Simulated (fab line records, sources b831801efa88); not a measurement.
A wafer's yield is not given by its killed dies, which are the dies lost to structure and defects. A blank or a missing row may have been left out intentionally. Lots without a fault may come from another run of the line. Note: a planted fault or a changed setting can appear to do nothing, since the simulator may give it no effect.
Split-lot experiment || flow sfq line || 27 wafers read from 5 lots, route of 325 steps

## ABOUT THE SPLIT
At SFQ_TRILAYER_C5_BARC_OPEN_VIA_ETCH_210 (etches BARC in O2, target depth 125 nm, time 41.7 s), the setting time s was moved away from the recipe's 41.7 s on 12 of the 27 wafers read, by -47.4% to +34.8%. For the rest of the wafers, this setting stayed at what the recipe calls for.

The reading is taken at the split's own step.

## THE READING
KrF_of_TRILAYER_C5_LITHO_COAT_151.thk nm (the simulator's own value, which no gauge read), in nm, at SFQ_TRILAYER_C5_BARC_OPEN_VIA_ETCH_210 (etches BARC in O2, target depth 125 nm, time 41.7 s). There is no usual value for it anywhere in the file. The 15 wafers here that ran the recipe average 571.0 nm, standard deviation 2.2 nm.

{"wafer": "L075.1", "tool, chamber at the split": "rie diel-02, 0", "time s as run, s": 48.11, "against the recipe": "+15.4%", "KrF_of_TRILAYER_C5_LITHO_COAT_151.thk nm, nm": 565.6, "against lot-mates on the recipe": -7.6}
{"wafer": "L075.2", "tool, chamber at the split": "rie diel-02, 2", "time s as run, s": 48.11, "against the recipe": "+15.4%", "KrF_of_TRILAYER_C5_LITHO_COAT_151.thk nm, nm": 563.2, "against lot-mates on the recipe": -10.0}
{"wafer": "L075.3", "tool, chamber at the split": "rie diel-02, 1", "time s as run, s": 41.7, "against the recipe": "recipe", "KrF_of_TRILAYER_C5_LITHO_COAT_151.thk nm, nm": 572.7, "against lot-mates on the recipe": "-"}
{"wafer": "L075.4", "tool, chamber at the split": "rie diel-02, 3", "time s as run, s": 41.7, "against the recipe": "recipe", "KrF_of_TRILAYER_C5_LITHO_COAT_151.thk nm, nm": 573.2, "against lot-mates on the recipe": "-"}
{"wafer": "L075.5", "tool, chamber at the split": "rie diel-02, 1", "time s as run, s": 48.11, "against the recipe": "+15.4%", "KrF_of_TRILAYER_C5_LITHO_COAT_151.thk nm, nm": 563.5, "against lot-mates on the recipe": -9.7}
{"wafer": "L075.6", "tool, chamber at the split": "rie diel-02, 0", "time s as run, s": 41.7, "against the recipe": "recipe", "KrF_of_TRILAYER_C5_LITHO_COAT_151.thk nm, nm": 573.6, "against lot-mates on the recipe": "-"}
{"wafer": "L078.1", "tool, chamber at the split": "rie diel-04, 1", "time s as run, s": 56.2, "against the recipe": "+34.8%", "KrF_of_TRILAYER_C5_LITHO_COAT_151.thk nm, nm": 556.4, "against lot-mates on the recipe": -16.3}
{"wafer": "L078.2", "tool, chamber at the split": "rie diel-04, 2", "time s as run, s": 41.7, "against the recipe": "recipe", "KrF_of_TRILAYER_C5_LITHO_COAT_151.thk nm, nm": 572.8, "against lot-mates on the recipe": "-"}
{"wafer": "L078.3", "tool, chamber at the split": "rie diel-04, 0", "time s as run, s": 56.2, "against the recipe": "+34.8%", "KrF_of_TRILAYER_C5_LITHO_COAT_151.thk nm, nm": 555.7, "against lot-mates on the recipe": -17.0}
{"wafer": "L078.4", "tool, chamber at the split": "rie diel-04, 3", "time s as run, s": 41.7, "against the recipe": "recipe", "KrF_of_TRILAYER_C5_LITHO_COAT_151.thk nm, nm": 572.6, "against lot-mates on the recipe": "-"}
{"wafer": "L078.5", "tool, chamber at the split": "rie diel-04, 2", "time s as run, s": 56.2, "against the recipe": "+34.8%", "KrF_of_TRILAYER_C5_LITHO_COAT_151.thk nm, nm": 557.9, "against lot-mates on the recipe": -14.8}
{"wafer": "L078.6", "tool, chamber at the split": "rie diel-04, 1", "time s as run, s": 41.7, "against the recipe": "recipe", "KrF_of_TRILAYER_C5_LITHO_COAT_151.thk nm, nm": 572.7, "against lot-mates on the recipe": "-"}
{"wafer": "L081.1", "tool, chamber at the split": "rie diel-02, 1", "time s as run, s": 41.7, "against the recipe": "recipe", "KrF_of_TRILAYER_C5_LITHO_COAT_151.thk nm, nm": 567.8, "against lot-mates on the recipe": "-"}
{"wafer": "L081.2", "tool, chamber at the split": "rie diel-02, 0", "time s as run, s": 21.95, "against the recipe": "-47.4%", "KrF_of_TRILAYER_C5_LITHO_COAT_151.thk nm, nm": 591.4, "against lot-mates on the recipe": "+23.0"}
{"wafer": "L081.3", "tool, chamber at the split": "rie diel-02, 2", "time s as run, s": 21.95, "against the recipe": "-47.4%", "KrF_of_TRILAYER_C5_LITHO_COAT_151.thk nm, nm": 590.5, "against lot-mates on the recipe": "+22.1"}
{"wafer": "L081.4", "tool, chamber at the split": "rie diel-02, 3", "time s as run, s": 41.7, "against the recipe": "recipe", "KrF_of_TRILAYER_C5_LITHO_COAT_151.thk nm, nm": 568, "against lot-mates on the recipe": "-"}
{"wafer": "L081.5", "tool, chamber at the split": "rie diel-02, 3", "time s as run, s": 21.95, "against the recipe": "-47.4%", "KrF_of_TRILAYER_C5_LITHO_COAT_151.thk nm, nm": 590.3, "against lot-mates on the recipe": "+21.9"}
{"wafer": "L081.6", "tool, chamber at the split": "rie diel-02, 2", "time s as run, s": 41.7, "against the recipe": "recipe", "KrF_of_TRILAYER_C5_LITHO_COAT_151.thk nm, nm": 569.5, "against lot-mates on the recipe": "-"}
{"wafer": "L082.3", "tool, chamber at the split": "rie diel-02, 3", "time s as run, s": 41.7, "against the recipe": "recipe", "KrF_of_TRILAYER_C5_LITHO_COAT_151.thk nm, nm": 573.1, "against lot-mates on the recipe": "-"}
{"wafer": "L082.4", "tool, chamber at the split": "rie diel-02, 2", "time s as run, s": 41.7, "against the recipe": "recipe", "KrF_of_TRILAYER_C5_LITHO_COAT_151.thk nm, nm": 571.6, "against lot-mates on the recipe": "-"}
{"wafer": "L082.5", "tool, chamber at the split": "rie diel-02, 1", "time s as run, s": 41.7, "against the recipe": "recipe", "KrF_of_TRILAYER_C5_LITHO_COAT_151.thk nm, nm": 572.6, "against lot-mates on the recipe": "-"}
{"wafer": "L085.1", "tool, chamber at the split": "rie diel-02, 1", "time s as run, s": 41.7, "against the recipe": "recipe", "KrF_of_TRILAYER_C5_LITHO_COAT_151.thk nm, nm": 569.1, "against lot-mates on the recipe": "-"}
{"wafer": "L085.2", "tool, chamber at the split": "rie diel-02, 0", "time s as run, s": 50.71, "against the recipe": "+21.6%", "KrF_of_TRILAYER_C5_LITHO_COAT_151.thk nm, nm": 559.8, "against lot-mates on the recipe": -8.6}
{"wafer": "L085.3", "tool, chamber at the split": "rie diel-02, 3", "time s as run, s": 50.71, "against the recipe": "+21.6%", "KrF_of_TRILAYER_C5_LITHO_COAT_151.thk nm, nm": 559.1, "against lot-mates on the recipe": -9.3}
{"wafer": "L085.4", "tool, chamber at the split": "rie diel-02, 2", "time s as run, s": 41.7, "against the recipe": "recipe", "KrF_of_TRILAYER_C5_LITHO_COAT_151.thk nm, nm": 567.7, "against lot-mates on the recipe": "-"}
{"wafer": "L085.5", "tool, chamber at the split": "rie diel-02, 3", "time s as run, s": 50.71, "against the recipe": "+21.6%", "KrF_of_TRILAYER_C5_LITHO_COAT_151.thk nm, nm": 558.9, "against lot-mates on the recipe": -9.5}
{"wafer": "L085.6", "tool, chamber at the split": "rie diel-02, 0", "time s as run, s": 41.7, "against the recipe": "recipe", "KrF_of_TRILAYER_C5_LITHO_COAT_151.thk nm, nm": 568.5, "against lot-mates on the recipe": "-"}

FIT RESULTS
A straight line over all 27 wafers: KrF_of_TRILAYER_C5_LITHO_COAT_151.thk nm changes by -0.43 nm for each +1% of time s; r = -0.98; the points scatter about the line by 2 nm.
The same after taking each lot's own level away (the mean of its wafers on the recipe; 27 wafers): -0.469 nm for each +1%; r = -1.00; scatter 0.99 nm.
The reading moves by 22 nm for the largest change in time s, on that fit.
The span of the lots' own levels, 568.43 to 573.17 nm, comes to 2.1 times the standard deviation stated above.
The two slopes are in agreement: the lot-to-lot level therefore moves the slope only a little.
Check: for one of the wafers moved furthest among these (-47.4%), held out of the fit, the line's prediction against its lot-mates is +21.9 nm. It came out at +23 nm against them.
Tool readings at the split's step, against how far the setting was moved: oes product au r = -0.89.

## THE WHOLE CHAIN: every reading that the file lists as answering this split, in the file's order
{"step": "SFQ_TRILAYER_C5_BARC_OPEN_VIA_ETCH_210", "what it does": "etches BARC in O2, target depth 125 nm, time 41.7 s", "reading": "oes product au", "change (the file's fit)": "not straight: 0.957 at the lowest setting, 0.686 at the recipe, 0.655 at the highest", "r (the file's)": "not given"}
{"step": "SFQ_TRILAYER_C5_BARC_OPEN_VIA_ETCH_210", "what it does": "etches BARC in O2, target depth 125 nm, time 41.7 s", "reading": "KrF_of_TRILAYER_C5_LITHO_COAT_151.thk nm (the simulator's own value, which no gauge read)", "change (the file's fit)": "-0.469 nm for each +1% of the setting", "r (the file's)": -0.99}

## THE FILE'S OWN FIT
KrF_of_TRILAYER_C5_LITHO_COAT_151.thk nm changes by -0.469 nm for each +1% of time s, r = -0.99.
